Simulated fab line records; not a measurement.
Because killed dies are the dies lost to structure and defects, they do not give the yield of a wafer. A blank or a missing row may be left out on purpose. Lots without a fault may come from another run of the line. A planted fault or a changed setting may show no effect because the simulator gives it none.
fab line records	flow sky130
[record] lots = 10	wafers = 30	last_day = 49
route steps=708 shown LI_CONTACT@378 LOCAL_INTERCONNECT@399 CONTACT@433 VIA1@479
lots that met no fault: from a run of the same line without faults
start_h: hours from the record's opening day to when the first of the lot's shown wafers began	wait_h: how many hours have passed since the lot's step before this one	" identical to the entry in the row above	L1.1+2: a row that stands for several wafers	- no value, or no start given	* or withheld: withheld	< > ~ a bound
route shown NAME@n: NAME is a module with steps in the file, n the number in the route of the first one	usual: the fault-free wafers' mean and standard deviation	same: alike in all rows	chamber/n: place in a boat	sites: the reading at each site	_std_site: how widely they spread, as a standard deviation	_edge_site: mean of outer sites minus mean of inner sites	radius_mm: how far each site lies from the wafer's centre	mask NAME#n: copy n	behind: the last tool/chamber to shape the wafer	hold: what put the lot on hold/how long, in hours/how the hold closed	device: the n, p or np transistor that did not switch	end of line: the same wafers' tests at the end of the route	a step given without rows: its recipe and nothing more	killed: dies lost to structure and defects at the first sort, not the wafer's yield	map: a wafer's dies, x killed, . not, _ none there
set.NAME: the setting that was run; set.NAME@STEP: the one run at that earlier step	model.NAME: the simulator's own value behind a step, which no gauge read
route steps across a sampled set of lots; one table per step, one row per wafer
services: from which hour (start_h, from the record's first day; less than 0 if before it) a tool's chamber was out of use, for how many hours, and why
[[steps]]
[step SKY_LI_CONTACT_STRIP_16]
[recipe] chemistry = O2/N2	power_w = 1400	pressure_mtorr = 1500	platen_temp_c = withheld	o2_flow_sccm = 3000	n2_flow_sccm = 300	overash_fraction = 0.5
[usual] drypump_motor_current_A = 5.5/0.3	oes_product_au = 0.376/0.0045	strip_time_to_endpoint_s = 3.497/0.025
lot.wafer	tool	chamber	start_h	wait_h	drypump_motor_current_A	oes_product_au	rf_hours_counter_h	strip_time_to_endpoint_s
L656.1	plasma_asher-02	1	701.55	-	5.7	0.368	58	3.480
L656.2	"	0	"	"	5.6	0.370	58	3.502
L656.6	"	0	"	"	5.5	0.381	-	3.506
L657.1	plasma_asher-03	0	715.35	-	6.0	0.378	102	3.495
L657.3	"	1	"	"	5.9	0.380	-	3.523
L657.4	"	0	"	"	6.0	0.379	-	3.525
L661.1	plasma_asher-04	0	740.30	-	5.1	0.381	81	3.527
L661.3	"	0	"	"	5.1	0.381	-	3.500
L661.5	"	1	"	"	5.2	0.377	-	3.525
L662.1	plasma_asher-03	0	751.85	-	6.0	0.380	1	3.543
L662.2	"	1	"	"	5.9	0.373	1	3.497
L662.3	"	0	"	"	6.0	0.380	-	3.528
L663.1	plasma_asher-02	1	759.05	-	5.7	0.378	64	3.515
L663.2	"	0	"	"	5.6	0.372	64	3.486
L663.4	"	0	"	"	5.5	0.370	-	3.465
L664.2	plasma_asher-04	0	776.25	-	5.2	0.375	83	3.523
L664.5	"	1	"	"	5.3	0.376	-	3.527
L664.6	"	0	"	"	5.1	0.375	-	3.493
L665.2	plasma_asher-02	1	776.28	-	5.7	0.379	66	3.508
L665.3	"	1	"	"	5.8	0.369	-	3.464
L665.6	"	1	"	"	5.8	0.372	-	3.502
L667.4	plasma_asher-03	1	792.09	-	5.9	0.376	-	3.561
L667.5	"	0	"	"	6.0	0.383	-	3.524
L667.6	"	1	"	"	5.9	0.371	-	3.490
L668.2	plasma_asher-04	1	796.65	-	5.3	0.376	85	3.490
L668.3	"	1	"	"	5.2	0.371	-	3.448
L668.6	"	1	"	"	5.3	0.376	-	3.462
L669.1	plasma_asher-04	0	804.70	-	5.2	0.377	86	3.476
L669.2	"	1	"	"	5.3	0.384	86	3.509
L669.4	"	0	"	"	5.1	0.378	-	3.484
[step SKY_LOCAL_INTERCONNECT_OVL_MEAS_12]
[usual] LOCAL_INTERCONNECT_OVL = 1/5.3
lot.wafer	tool	chamber	start_h	wait_h	LOCAL_INTERCONNECT_OVL[nm]
L656.1	overlay-01	-	730.77	0.1	6
L656.2	"	-	"	"	6
L656.6	"	-	"	"	10
L657.1	overlay-02	-	743.99	0.1	-7
L657.3	"	-	"	"	-6
L657.4	"	-	"	"	-1
L661.1	overlay-02	-	769.04	0.1	3
L661.3	"	-	"	"	1
L661.5	"	-	"	"	-1
L662.1	overlay-02	-	780.19	0.1	3
L662.2	"	-	"	"	-4
L662.3	"	-	"	"	-4
L663.1	overlay-02	-	787.42	0.1	4
L663.2	"	-	"	"	-1
L663.4	"	-	"	"	-4
L664.2	overlay-01	-	803.84	0.1	-1
L664.5	"	-	"	"	9
L664.6	"	-	"	"	-2
L665.2	overlay-01	-	804.19	0.1	2
L665.3	"	-	"	"	-4
L665.6	"	-	"	"	4
L667.4	overlay-01	-	820.14	0.1	7
L667.5	"	-	"	"	5
L667.6	"	-	"	"	0
L668.2	overlay-02	-	824.95	0.1	6
L668.3	"	-	"	"	1
L668.6	"	-	"	"	9
L669.1	overlay-02	-	832.77	0.1	-3
L669.2	"	-	"	"	-6
L669.4	"	-	"	"	-2
[step SKY_CONTACT_CMP_27]
[recipe] stop_on = SiO2	t_overpolish_s = 15	down_force_psi = 3.5	platen_rpm = 60	target_thk_nm = 0	pad_velocity_m_s = 0.94248
[usual] motor_current_A = 11.4/1.2	overpolish_run_s = 15.001/0.01	time_to_endpoint_s = 80.7/2.6
lot.wafer	tool	chamber	start_h	wait_h	motor_current_A	overpolish_run_s	time_to_endpoint_s
L656.1	cmp-01	3	760.88	0.1	11.7	15.006	78.6
L656.2	"	1	"	"	11.2	15.003	79.5
L656.6	"	2	"	"	9.4	15.012	84.4
L657.3	cmp-02	1	773.55	0.0	14.4	15.018	79.8
L657.1	"	2	"	"	11.4	14.984	79.0
L657.4	"	3	"	"	11.4	14.995	84.3
L661.1	cmp-02	2	798.13	0.1	11.5	15.011	80.1
L661.3	"	3	"	"	10.8	14.997	87.4
L661.5	"	1	"	"	13.9	14.991	83.4
L662.3	cmp-01	3	810.08	0.0	12.2	15.018	79.6
L662.2	"	1	"	"	10.9	14.995	82.1
L662.1	"	2	"	"	9.7	15.012	82.6
L663.4	cmp-02	3	816.87	0.0	10.9	15.007	82.3
L663.1	"	0	"	"	12.4	15.007	81.6
L663.2	"	2	"	"	11.2	15.003	75.6
L664.2	cmp-01	2	832.90	0.2	8.9	15.009	82.0
L664.6	"	3	"	"	12.0	14.979	77.4
L664.5	"	0	"	"	10.9	14.999	75.1
L665.2	cmp-02	1	833.40	0.0	13.1	14.999	81.5
L665.3	"	2	"	"	11.1	14.993	82.1
L665.6	"	2	"	"	10.6	14.996	80.6
L667.4	cmp-02	0	849.88	0.0	12.7	15.011	84.3
L667.5	"	0	"	"	11.4	15.012	81.4
L667.6	"	1	"	"	14.5	14.998	84.4
L668.2	cmp-01	3	853.61	0.1	12.1	15.005	80.8
L668.3	"	0	"	"	10.4	14.992	74.4
L668.6	"	2	"	"	9.6	14.997	78.2
L669.4	cmp-01	3	860.88	0.0	11.7	14.982	80.3
L669.1	"	1	"	"	11.2	14.995	81.8
L669.2	"	2	"	"	9.2	14.999	80.3
[step SKY_VIA1_CVD_21]
[recipe] material = W	target_thk_nm = 270	time_s = 80.902	temp_c = 400	pressure_torr = 40
[usual] heater_power_w = 891/83	susceptor_temp_C = 400.02/0.21
lot.wafer	tool	chamber	start_h	wait_h	heater_power_w	susceptor_temp_C
L656.1	cvd_w-01	0	817.67	0.0	810	400.23
L656.2	"	1	"	"	999	399.95
L656.6	"	1	"	"	1027	400.27
L657.1	cvd_w-01	1	829.67	0.0	1022	399.82
L657.3	"	1	"	"	1038	399.98
L657.4	"	0	"	"	820	400.07
L661.1	cvd_w-02	1	853.90	0.0	870	399.92
L661.3	"	1	"	"	877	399.70
L661.5	"	0	"	"	810	400.11
L662.1	cvd_w-02	1	864.83	0.0	879	400.35
L662.2	"	0	"	"	813	399.82
L662.3	"	1	"	"	880	399.93
L663.1	cvd_w-02	0	871.72	0.0	830	399.77
L663.2	"	1	"	"	871	400.20
L663.4	"	0	"	"	827	399.81
L664.2	cvd_w-02	1	888.07	0.0	876	400.13
L664.5	"	0	"	"	802	399.74
L664.6	"	1	"	"	883	400.06
L665.2	cvd_w-01	1	888.42	0.0	1018	400.13
L665.3	"	0	"	"	824	400.32
L665.6	"	1	"	"	1002	400.20
L667.4	cvd_w-01	0	904.45	0.1	827	399.94
L667.5	"	0	"	"	849	400.36
L667.6	"	1	"	"	1027	400.00
L668.2	cvd_w-01	1	908.33	0.0	1000	400.17
L668.3	"	1	"	"	995	400.19
L668.6	"	1	"	"	1034	400.08
L669.1	cvd_w-01	1	916.17	0.0	1021	399.88
L669.2	"	0	"	"	825	400.09
L669.4	"	1	"	"	985	400.10
[step SKY_VIA1_RS_MEAS_22]
[recipe] thk_meas_gauge = four-point-probe	reads = W_of_VIA1_CVD_21+TiN_of_VIA1_SPUTTER_20
[usual] VIA1_W_RS = 0.429/0.0042
lot.wafer	tool	chamber	start_h	wait_h	VIA1_W_RS[ohm/sq]
L656.1	film_metro-02	-	817.76	0.1	0.431
L656.2	"	-	"	"	0.431
L656.6	"	-	"	"	0.431
L657.1	film_metro-01	-	829.76	0.1	0.433
L657.3	"	-	"	"	0.436
L657.4	"	-	"	"	0.431
L661.1	film_metro-02	-	853.99	0.1	0.425
L661.3	"	-	"	"	0.428
L661.5	"	-	"	"	0.435
L662.1	film_metro-01	-	864.92	0.1	0.427
L662.2	"	-	"	"	0.430
L662.3	"	-	"	"	0.430
L663.1	film_metro-01	-	871.81	0.1	0.435
L663.2	"	-	"	"	0.431
L663.4	"	-	"	"	0.428
L664.2	film_metro-03	-	888.18	0.1	0.433
L664.5	"	-	"	"	0.429
L664.6	"	-	"	"	0.434
L665.2	film_metro-03	-	888.53	0.1	0.428
L665.3	"	-	"	"	0.430
L665.6	"	-	"	"	0.432
L667.4	film_metro-02	-	904.57	0.1	0.619
L667.5	"	-	"	"	0.431
L667.6	"	-	"	"	0.622
L668.2	film_metro-01	-	908.44	0.1	0.429
L668.3	"	-	"	"	0.430
L668.6	"	-	"	"	0.618
L669.1	film_metro-02	-	916.27	0.1	0.432
L669.2	"	-	"	"	0.434
L669.4	"	-	"	"	0.625
[step SKY_VIA1_THK_MEAS_23]
[recipe] thk_meas_gauge = xrf	reads = W_of_VIA1_CVD_21
[usual] VIA1_W_THK = 260/4.1
lot.wafer	tool	chamber	start_h	wait_h	VIA1_W_THK[nm]
L656.1	film_metro-02	-	817.88	0.1	254
L656.2	"	-	"	"	255
L656.6	"	-	"	"	254
L657.1	film_metro-01	-	829.88	0.1	262
L657.3	"	-	"	"	261
L657.4	"	-	"	"	263
L661.1	film_metro-02	-	854.11	0.1	257
L661.3	"	-	"	"	255
L661.5	"	-	"	"	251
L662.1	film_metro-01	-	865.04	0.1	263
L662.2	"	-	"	"	262
L662.3	"	-	"	"	262
L663.1	film_metro-01	-	871.93	0.1	259
L663.2	"	-	"	"	261
L663.4	"	-	"	"	263
L664.2	film_metro-03	-	888.29	0.1	257
L664.5	"	-	"	"	260
L664.6	"	-	"	"	257
L665.2	film_metro-03	-	888.64	0.1	260
L665.3	"	-	"	"	258
L665.6	"	-	"	"	257
L667.4	film_metro-02	-	904.66	0.1	179
L667.5	"	-	"	"	254
L667.6	"	-	"	"	180
L668.2	film_metro-01	-	908.55	0.1	264
L668.3	"	-	"	"	264
L668.6	"	-	"	"	186
L669.1	film_metro-02	-	916.39	0.1	255
L669.2	"	-	"	"	257
L669.4	"	-	"	"	180
[step SKY_VIA1_CMP_24]
[recipe] stop_on = SiO2	t_overpolish_s = 15	down_force_psi = 3.5	platen_rpm = 60	target_thk_nm = 0	pad_velocity_m_s = 0.94248
[usual] motor_current_A = 11.2/1.1	time_to_endpoint_s = 63.5/2.5
lot.wafer	tool	chamber	start_h	wait_h	motor_current_A	time_to_endpoint_s
L656.2	cmp-02	1	817.99	0.1	13.3	64.8
L656.1	"	3	"	"	10.8	65.0
L656.6	"	0	"	"	12.7	63.0
L657.3	cmp-01	1	829.99	0.1	11.2	59.7
L657.4	"	2	"	"	9.7	63.2
L657.1	"	3	"	"	12.0	61.0
L661.1	cmp-01	2	854.17	0.1	9.3	66.0
L661.3	"	3	"	"	12.2	62.5
L661.5	"	2	"	"	9.6	63.9
L662.2	cmp-01	3	865.10	0.0	12.0	64.8
L662.3	"	0	"	"	10.5	62.8
L662.1	"	2	"	"	9.2	64.3
L663.1	cmp-02	0	872.04	0.1	12.9	65.2
L663.2	"	1	"	"	13.2	63.7
L663.4	"	2	"	"	11.6	63.5
L664.2	cmp-01	3	888.49	0.2	12.1	59.8
L664.5	"	0	"	"	11.2	59.8
L664.6	"	1	"	"	10.9	61.1
L665.2	cmp-01	2	888.74	0.1	9.5	62.8
L665.3	"	0	"	"	10.6	59.0
L665.6	"	1	"	"	11.7	64.1
L667.4	cmp-01	1	904.69	0.0	11.0	45.6
L667.6	"	1	"	"	11.0	47.3
L667.5	"	2	"	"	9.6	60.3
L668.2	cmp-02	3	908.60	0.0	10.8	69.8
L668.3	"	0	"	"	12.1	64.9
L668.6	"	3	"	"	10.9	48.8
L669.4	cmp-02	3	916.63	0.2	11.0	45.1
L669.1	"	0	"	"	12.1	64.6
L669.2	"	1	"	"	13.5	65.1
[[services]]
tool	chamber	start_h	hours	kind
cmp-01	-	677.88	2.2	repair
plasma_asher-02	-	683.55	4.7	repair
cmp-01	-	684.19	7.0	pm
plasma_asher-02	-	685.46	1.5	repair
cvd_w-02	1	693.30	3.2	repair
cmp-02	-	718.30	0.8	repair
plasma_asher-04	-	723.89	4.9	repair
cmp-01	-	732.19	3.5	repair
plasma_asher-03	-	733.75	9.0	pm
cmp-02	-	744.03	4.0	pm
plasma_asher-04	-	744.11	8.0	repair
cmp-01	-	762.10	1.5	repair
plasma_asher-04	-	770.23	3.6	repair
cmp-01	-	814.57	5.7	pm
plasma_asher-04	-	839.73	28.1	pm
cmp-02	-	841.29	1.9	repair
plasma_asher-02	-	845.74	2.0	repair
cmp-02	-	855.28	5.1	pm
plasma_asher-02	-	856.67	1.9	repair
cmp-02	-	885.91	0.3	repair
cvd_w-02	-	904.00	14.0	pm
cmp-01	-	911.56	3.7	repair
cmp-02	-	912.10	0.3	repair
cmp-01	-	915.25	4.0	pm
[[key]]
[first_sign] step = SKY_VIA1_RS_MEAS_22	reading = VIA1_W_RS	direction = up	sigmas = 46	usual = 0.429	struck = 0.621
[effect] step = SKY_VIA1_THK_MEAS_23	reading = VIA1_W_THK	direction = down	sigmas = 19	usual = 260	struck = 181
[effect] step = SKY_VIA1_CMP_24	reading = time_to_endpoint_s	direction = down	sigmas = 6.6	usual = *	struck = *
met_at SKY_VIA1_CVD_21
struck_lots L667,L668,L669
struck_wafers L667.4,L667.6,L668.6,L669.4
not_acting_at SKY_LI_CONTACT_STRIP_16,SKY_LOCAL_INTERCONNECT_OVL_MEAS_12,SKY_CONTACT_CMP_27
onset_between 888.42 904.45
[fault] kind = process_parameter_drift	tool = cvd_w-01	chamber = -	onset_h = 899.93	steps = SKY_VIA1_CVD_21	channel = target_thk_nm	offset = -80.961	shape = step	end_h = 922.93	scope = struck_wafers_only	acts_in = these_recipes_only	stated = 270
